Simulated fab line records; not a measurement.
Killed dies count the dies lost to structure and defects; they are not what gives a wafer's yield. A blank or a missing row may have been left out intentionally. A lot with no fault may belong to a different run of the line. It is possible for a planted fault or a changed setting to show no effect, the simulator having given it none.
A single fault, viewed from 2 desks + flow gf180mcu + what lay behind the numbers comes last; until then each desk has only its own

== TOOL OWNER'S DESK, implanter-02 ==
GF_NSD_IMPLANT_10, tool's own readings: per-lot mean of the sampled wafers with a number, covering each lot this tool ran. A lot is out of limits, marked OUT, if its mean lies more than 4 standard deviations from the usual mean; the brackets give that distance.
Columns: A = beam_on_s at GF_NSD_IMPLANT_10, usual 10.01 s; B = faraday_current_uA at GF_NSD_IMPLANT_10, usual 2785
| lot  | first seen here | A               | B               |
|------|-----------------|-----------------|-----------------|
| L576 | day 13 17:38    | 9.87            | 2826            |
| L585 | day 16 08:58    | 8.55 (-7.7) OUT | 3263 (+9.4) OUT |
| L586 | day 16 22:36    | 8.57 (-7.6) OUT | 3251 (+9.1) OUT |
| L596 | day 20 05:01    | 10.05           | 2791            |
This desk's finding: out of limits on L585, L586; first on L585, day 16 08:58 (beam_on_s at GF_NSD_IMPLANT_10). L576, L596 stayed within limits.

== AT THE METROLOGY DESK ==
What the gauges read for every lot (on any tool): the sampled wafers with a number, averaged. A lot is out of limits, marked OUT, if its mean lies more than 4 standard deviations from the usual mean; the brackets give that distance.
Columns: A = STI_OXIDATION_THK at GF_STI_THK_MEAS_02, usual 10.97 nm; B = NSD_RS at GF_PSD_RS_MEAS_14, usual 46.12 ohm/sq; C = cd_nm at GF_SAB_CD_MEAS_09, usual 420.9 nm
| lot  | first seen here | A     | B                | C     |
|------|-----------------|-------|------------------|-------|
| L576 | day 1 11:31     | 11.17 | 46.22            | 417.3 |
| L581 | day 2 14:10     | 10.83 | 46.03            | 424.9 |
| L585 | day 3 08:31     | 11.05 | 46.92 (+9.7) OUT | 420.0 |
| L586 | day 3 14:19     | 10.55 | 46.92 (+9.7) OUT | 422.5 |
| L588 | day 4 00:02     | 10.73 | 46.07            | 422.3 |
| L591 | day 4 14:31     | 11.12 | 46.07            | 421.7 |
| L592 | day 4 19:31     | 10.95 | 46.15            | 416.6 |
| L593 | day 5 00:37     | 11.16 | 46.20            | 418.0 |
| L594 | day 5 06:04     | 11.16 | 46.17            | 420.5 |
| L595 | day 5 11:45     | 11.10 | 46.03            | 422.9 |
| L596 | day 5 15:31     | 10.96 | 46.13            | 420.7 |
| L597 | day 5 21:29     | 10.98 | 46.25            | 419.5 |
| L598 | day 6 02:21     | 10.97 | 46.19            | 418.7 |
| L599 | day 6 06:31     | 11.18 | 46.10            | 420.3 |
This desk's finding: out of limits on L585, L586; first on L585, day 17 08:23 (NSD_RS at GF_PSD_RS_MEAS_14). L576, L581, L588, L591, L592, L593, L594, L595, L596, L597, L598, L599 stayed within limits.

== BROUGHT TOGETHER ==
At day 16 08:58, on L585, L586, the tool owner's desk was in a position to raise an alarm.
On L585, L586, the metrology desk was in a position to raise an alarm at day 17 08:23.
Every lot named ran GF_NSD_IMPLANT_10 on implanter-02.

== WHAT THE SIMULATOR PUT IN ==
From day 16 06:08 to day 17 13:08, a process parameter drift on implanter-02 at GF_NSD_IMPLANT_10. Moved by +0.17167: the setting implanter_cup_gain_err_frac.
Shown lots that were struck: L585, L586.
Fault start to first reading out of limits, in hours, per desk: tool owner, 3; metrology, 26.
